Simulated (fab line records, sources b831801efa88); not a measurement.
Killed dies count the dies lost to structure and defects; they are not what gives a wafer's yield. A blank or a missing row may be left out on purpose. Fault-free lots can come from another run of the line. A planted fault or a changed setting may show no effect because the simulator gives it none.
A struck lot beside a sound one	flow sfq-line	14 out of 325 route steps
Sound: wafers L924.1, L924.5, L924.6. Struck: wafers L933.2, L933.4. (L933.3 of the same lot was not struck and is left out.) The cause comes at the end.
Order at every step that has rows: each side's tool, ch and its chambers, its first start. Under that, the readings that differ: sound wafers	struck wafers	difference of the means	sigmas: that difference in standard deviations of wafers without a fault.
alike: a reading whose means differ by less than 2 such deviations, as well as words and numbers matching on both sides. not compared: withheld readings; readings where some wafer has no value; bounds like >300 that might hide an equal value; numbers whose values overlap and for which the record gives no deviation.
Wherever a step has rows on one side only, a row that says differs or no value, or a row with sigmas, the two part there. Non-overlapping numbers with no deviation appear without sigmas and do not part them. A reading that every wafer of one side lacks parts them only if that side has two wafers or more.

first, 6 steps without rows for these wafers: SFQ_TRILAYER_M7_LITHO_COAT_182 (resist thk 62 nm); SFQ_TRILAYER_M7_LITHO_COAT_177 (resist thk 600 nm); SFQ_TRILAYER_M7_LITHO_SOFTBAKE_181; SFQ_TRILAYER_M7_LITHO_EXPOSE_178 (exposes mask M7, target cd 500 nm); SFQ_TRILAYER_M7_LITHO_PEB_180 (peb time 60 s); SFQ_TRILAYER_M7_LITHO_DEVELOP_179 (time 60 s).
SFQ_M7_OVL_MEAS_945:
  sound: overlay-02 at day 72 19:42; struck: overlay-02 at day 85 09:14
  alike: M7_OVL
SFQ_TRILAYER_M7_BARC_OPEN_METAL_ETCH_229: etches BARC in O2, target depth 125 nm, time 41.7 s.
  sound on rie-metal-03 ch 0,1, day 72 19:44; struck on rie-metal-01 ch 0,1, day 85 09:16
  alike: drypump-motor-current-A, oes-product-au
  not compared: rf-hours-counter-h
SFQ_TRILAYER_M7_ETCH_METAL_ETCH_180: etches Nb in Cl2/Ar, stops on SiO2, target depth 240 nm, time 120 s.
  sound on rie-metal-03 ch 0,1, day 72 19:48; struck on rie-metal-01 ch 0,1, day 85 09:19
  alike: drypump-motor-current-A, oes-product-au
  not compared: rf-hours-counter-h
SFQ_TRILAYER_M7_STRIP_STRIP_181: strips in O2.
  sound on rie-metal-03 ch 0,1, day 72 19:55; struck on rie-metal-01 ch 0,1, day 85 09:27
  alike: drypump-motor-current-A, oes-product-au
  not compared: rf-hours-counter-h
then, 1 step without rows for these wafers: SFQ_TRILAYER_M7_STRIP_SOLV_CLEAN_182 (cleans in NMP, time 600 s).
SFQ_TRILAYER_I7_DEP_PECVD_183: deposits SiO2 from SiH4/N2O, time 111.11 s, target thk 500 nm.
  sound on pecvd-04 ch 0,2, day 72 20:43; struck on pecvd-01 ch 1,2, day 85 10:13
  alike: heater-power-w, throttle-valve-pct
SFQ_TRILAYER_I7_CMP_CMP_184: polishes SiO2.
  sound on cmp-01 ch 0,2,3, day 72 22:17; struck on cmp-02 ch 0,1, day 85 17:38
reading	sound	struck	difference	sigmas
time-to-endpoint-s (s)	215 230 220	124 125	-97	-11
  alike: motor-current-A, slurry-filter-dp-kPa
SFQ_I7_BOW_MEAS_946:
  sound: film-metro-03 at day 72 23:47; struck: film-metro-02 at day 85 20:10
  alike: I7_BOW

WHERE THEY PART
At SFQ_TRILAYER_I7_CMP_CMP_184 and nowhere else, as far as this record goes. Later steps at which nothing parts them and some readings are alike: SFQ_I7_BOW_MEAS_946.

WHY: what had been put in by the simulator
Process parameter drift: cmp-02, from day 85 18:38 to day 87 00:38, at SFQ_TRILAYER_I7_CMP_CMP_184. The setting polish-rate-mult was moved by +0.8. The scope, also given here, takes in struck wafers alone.
